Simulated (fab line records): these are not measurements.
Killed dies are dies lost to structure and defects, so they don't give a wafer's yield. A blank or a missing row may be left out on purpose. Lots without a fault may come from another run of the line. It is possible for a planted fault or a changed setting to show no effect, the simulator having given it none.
2 desks looking at one fault -- flow gf180mcu -- every desk sees just its own numbers, and what lay behind them comes last

## DESK OF THE TOOL OWNER: cmp-02
The tool's own readings at GF_V4_CMP_26 (polishes, stops on SiO2, t overpolish 15 s, target thk 0 nm): means of the sampled wafers that have a number, for each lot that ran on this tool. Any lot whose mean is over 4 standard deviations away from the usual mean is out of limits and marked OUT; that distance is given in the brackets.
Columns: A = motorCurrentA at GF_V4_CMP_26, usual 11.1 A; B = overpolishRunS at GF_V4_CMP_26, usual 15.001 s; C = timeToEndpointS at GF_V4_CMP_26, usual 83.0 s
lot,first seen here,A,B,C
L950,day 24 11:43,11.4,15.001,79.9
L951,day 24 19:50,11.7,15.006,82.9
L952,day 25 00:20,11.9,15.006,84.9
L953,day 25 11:46,11.0,14.998,82.9
L954,day 25 17:12,10.2,15.001,85.1
L956,day 26 16:40,11.6,5.029 (-99 or more) OUT,111.1 (+10) OUT
This desk's verdict: out of limits on L956, starting with L956 at day 26 16:40 (overpolishRunS at GF_V4_CMP_26). L950, L951, L952, L953, L954: within limits.

## AT THE METROLOGY DESK
Means of the sampled wafers that have a number, per lot and without regard to the tool the lot ran on: this is what the gauges read. Any lot whose mean is over 4 standard deviations away from the usual mean is out of limits and marked OUT; that distance is given in the brackets.
Columns: A = MIM_ALCU_THK at GF_MIM_THK_MEAS_11, usual 199.6 nm
lot,first seen here,A
L950,day 24 12:30,199.2
L951,day 24 20:41,203.9
L952,day 25 01:07,199.0
L953,day 25 12:30,203.6
L954,day 25 18:03,201.7
L956,day 26 17:32,198.8
L957,day 26 21:02,198.9
L963,day 29 02:17,198.8
L964,day 29 12:09,197.0
L965,day 29 14:44,199.8
L966,day 29 19:29,196.4
L968,day 30 09:12,198.6
L972,day 31 00:32,199.8
This desk found nothing out of limits on any of the 13 lots.

## ALL TOGETHER
The tool owner's desk had the chance to raise an alarm at day 26 16:40 on L956.
Nothing out of limits was seen by the metrology desk.
The metrology desk holds a record of L956, inside its limits.
Every lot named ran GF_V4_CMP_26 on cmp-02.

## WHAT HAD BEEN PUT IN BY THE SIMULATOR
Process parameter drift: cmp-02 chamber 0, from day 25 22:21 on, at GF_V4_CMP_26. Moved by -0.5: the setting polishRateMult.
Struck lots among those shown: L956.
How many hours passed from the start of the fault until each desk's first out-of-limits reading: the tool owner's desk, 18.
